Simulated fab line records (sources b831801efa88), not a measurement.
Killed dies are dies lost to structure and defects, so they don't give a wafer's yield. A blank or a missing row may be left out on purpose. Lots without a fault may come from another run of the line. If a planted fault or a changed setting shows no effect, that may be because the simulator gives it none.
Which tool is to blame? | flow gf180mcu | 13 lots, 39 wafers sampled, at 5 steps of a route of 602

## WHAT THE GAUGES SHOWED, per wafer
GF_HV_LDD_THK_MEAS_57.
lot  | measured     | on            | HV_LDD_CVD_56_THK (nm)
L166 | day 12 20:34 | film metro-02 | 91.2 89.7 90.3
L168 | day 13 08:04 | film metro-04 | 90.7 90.2 91.4
L169 | day 13 13:34 | film metro-03 | 90.4 89.1 90.4
L170 | day 14 06:18 | film metro-04 | 89.5 90.3 89.2
L171 | day 14 08:49 | film metro-02 | 88.1 88.9 88.9
L172 | day 14 16:59 | film metro-04 | 91.2 90.7 91.1
L173 | day 15 02:00 | film metro-02 | 91.6 90.6 91.4
L174 | day 15 11:37 | film metro-02 | 89.8 89.7 90.5
L176 | day 16 06:14 | film metro-04 | 90.5 91.4 90.9
L179 | day 17 12:02 | film metro-03 | 90.9 90.9 91.0
L180 | day 17 16:36 | film metro-02 | 90.7 89.9 90.1
L187 | day 19 21:22 | film metro-03 | 89.1 88.9 89.4
L188 | day 20 05:34 | film metro-04 | 88.9 89.9 89.1

GF_PSD_RS_MEAS_15: uses a four-point probe to measure.
lot  | measured     | on            | PSD_RS (ohm/sq)
L166 | day 14 14:33 | film metro-04 | 108.45 108.61 108.19
L168 | day 15 02:16 | film metro-02 | 107.98 108.09 108.27
L169 | day 15 08:01 | film metro-01 | 108.45 108.35 107.96
L170 | day 16 02:29 | film metro-02 | 108.62 108.42 108.69
L171 | day 16 04:43 | film metro-01 | 108.83 108.86 108.57
L172 | day 16 13:04 | film metro-04 | 108.64 108.53 108.57
L173 | day 16 23:25 | film metro-04 | 108.72 108.77 108.45
L174 | day 17 08:53 | film metro-01 | 108.42 108.75 108.70
L176 | day 18 04:34 | film metro-04 | 108.58 108.72 108.43
L179 | day 19 11:53 | film metro-01 | 108.98 109.16 108.76
L180 | day 19 17:52 | film metro-04 | 108.38 108.28 108.57
L187 | day 21 21:55 | film metro-02 | 108.41 108.54 108.58
L188 | day 22 06:48 | film metro-01 | 108.62 108.78 108.84

GF_SAB_THK_MEAS_01.
lot  | measured     | on            | SAB_CVD_00_THK (nm)
L166 | day 14 14:41 | film metro-02 | 50.5 50.2 50.8
L168 | day 15 02:24 | film metro-01 | 49.3 51.1 50.7
L169 | day 15 08:08 | film metro-02 | 48.8 49.9 50.2
L170 | day 16 02:38 | film metro-01 | 49.0 48.8 49.8
L171 | day 16 04:51 | film metro-02 | 49.7 49.1 50.5
L172 | day 16 13:12 | film metro-03 | 48.7 49.4 50.4
L173 | day 16 23:33 | film metro-02 | 49.5 49.2 50.5
L174 | day 17 09:01 | film metro-02 | 49.7 50.2 50.5
L176 | day 18 04:42 | film metro-01 | 49.7 50.2 50.8
L179 | day 19 12:04 | film metro-03 | 49.4 50.3 50.0
L180 | day 19 18:00 | film metro-03 | 49.3 50.0 33.9 49.2 50.0 33.9
L187 | day 21 22:02 | film metro-01 | 50.6 50.8 50.6
L188 | day 22 06:56 | film metro-03 | 48.9 49.6 49.0

GF_SAB_CD_MEAS_09 targets a cd of 420 nm.
lot  | measured     | on        | cd nm (nm)
L166 | day 15 11:34 | cd sem-02 | 417.7 417.6 417.7
L168 | day 16 00:02 | cd sem-01 | 418.7 418.9 418.1
L169 | day 16 05:16 | cd sem-02 | 419.8 421.3 419.3
L170 | day 17 01:11 | cd sem-02 | 418.8 420.5 419.0
L171 | day 17 03:30 | cd sem-01 | 423.9 423.8 421.5
L172 | day 17 11:29 | cd sem-02 | 422.2 423.5 423.9
L173 | day 17 22:02 | cd sem-01 | 422.5 421.7 422.0
L174 | day 18 08:16 | cd sem-01 | 421.6 420.1 423.1
L176 | day 19 04:40 | cd sem-01 | 424.6 423.2 427.1
L179 | day 20 12:24 | cd sem-02 | 421.7 422.8 421.5
L180 | day 20 17:25 | cd sem-01 | 420.9 420.8 421.8
L187 | day 22 20:31 | cd sem-02 | 418.0 419.2 417.8
L188 | day 23 05:35 | cd sem-01 | 422.4 419.8 420.9

## WHICH TOOL RAN EACH LOT (tool, then ch and the chambers of the sampled wafers, then the start)
lot  | GF_SAB_CVD_00
L166 | pecvd-02 ch 0,1, day 14 14:39
L168 | pecvd-02 ch 0,1,2, day 15 02:23
L169 | pecvd-04 ch 0,1,2, day 15 08:07
L170 | pecvd-01 ch 0,1,2, day 16 02:37
L171 | pecvd-01 ch 0,1,2, day 16 04:50
L172 | pecvd-02 ch 0,1,2, day 16 13:11
L173 | pecvd-04 ch 0,1, day 16 23:32
L174 | pecvd-02 ch 0,1, day 17 08:59
L176 | pecvd-02 ch 0,1,2, day 18 04:41
L179 | pecvd-01 ch 2, day 19 12:01
L180 | pecvd-02 ch 0,1,2, day 19 17:58
L187 | pecvd-04 ch 0,1,2, day 21 21:59
L188 | pecvd-04 ch 0,1,2, day 22 06:55
- GF_SAB_CVD_00: deposits SiO2 from TEOS, target thk 50 nm, time 4.9302 s.

## AS READ BY THE TOOLS THEMSELVES (means over the sampled wafers that have a number; for cases with no such wafer, the mark the record gives instead)
GF_SAB_CVD_00.
lot  | tool     | heater power w (W)
L166 | pecvd-02 | 556
L168 | pecvd-02 | 653
L169 | pecvd-04 | 677
L170 | pecvd-01 | 741
L171 | pecvd-01 | 736
L172 | pecvd-02 | 653
L173 | pecvd-04 | 726
L174 | pecvd-02 | 561
L176 | pecvd-02 | 610
L179 | pecvd-01 | 850
L180 | pecvd-02 | 625
L187 | pecvd-04 | 739
L188 | pecvd-04 | 666

## THE ANSWER, worked out from the rows above alone
Rule: the lots themselves supply what counts as usual. The widest of any qualifying gaps counts: lots, ordered by their means at a reading, are off when they make up no more than a third of the lots, leave a main group of 4 or more, and stand apart from it by 3 or more times the standard deviation of that group's means. Not used: any main group whose means are identical at the precision the tables above print for the reading. A lot without any number at a reading at which 4 lots or more have one is off too. All remaining lots with rows at the step are treated as sound. The gauges are gone through in route order, then the tools' own readings, and for those a lot's mean is taken as printed above. The first step at which some lot is off is used, and at that step the reading that is off furthest; a lot without a number counts as furthest.
Off: at GF_SAB_THK_MEAS_01 (SAB_CVD_00_THK), L180. The main group: mean 49.9 nm, standard deviation 0.47.
If a tool, at a process step before that reading, ran all the lots that are off and no sound lot after the first of them, it fits. The gauges at GF_SAB_THK_MEAS_01 are tried like those tools. One candidate fits, namely pecvd-02 at GF_SAB_CVD_00. A fault onset in the window from L176 (day 18 04:41, its last sound lot) to L180 (day 19 17:58, its first lot off) fits.

## WHAT WAS PUT IN BY THE SIMULATOR
pecvd-02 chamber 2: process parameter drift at GF_SAB_CVD_00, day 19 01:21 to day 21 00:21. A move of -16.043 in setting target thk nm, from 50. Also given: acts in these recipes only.
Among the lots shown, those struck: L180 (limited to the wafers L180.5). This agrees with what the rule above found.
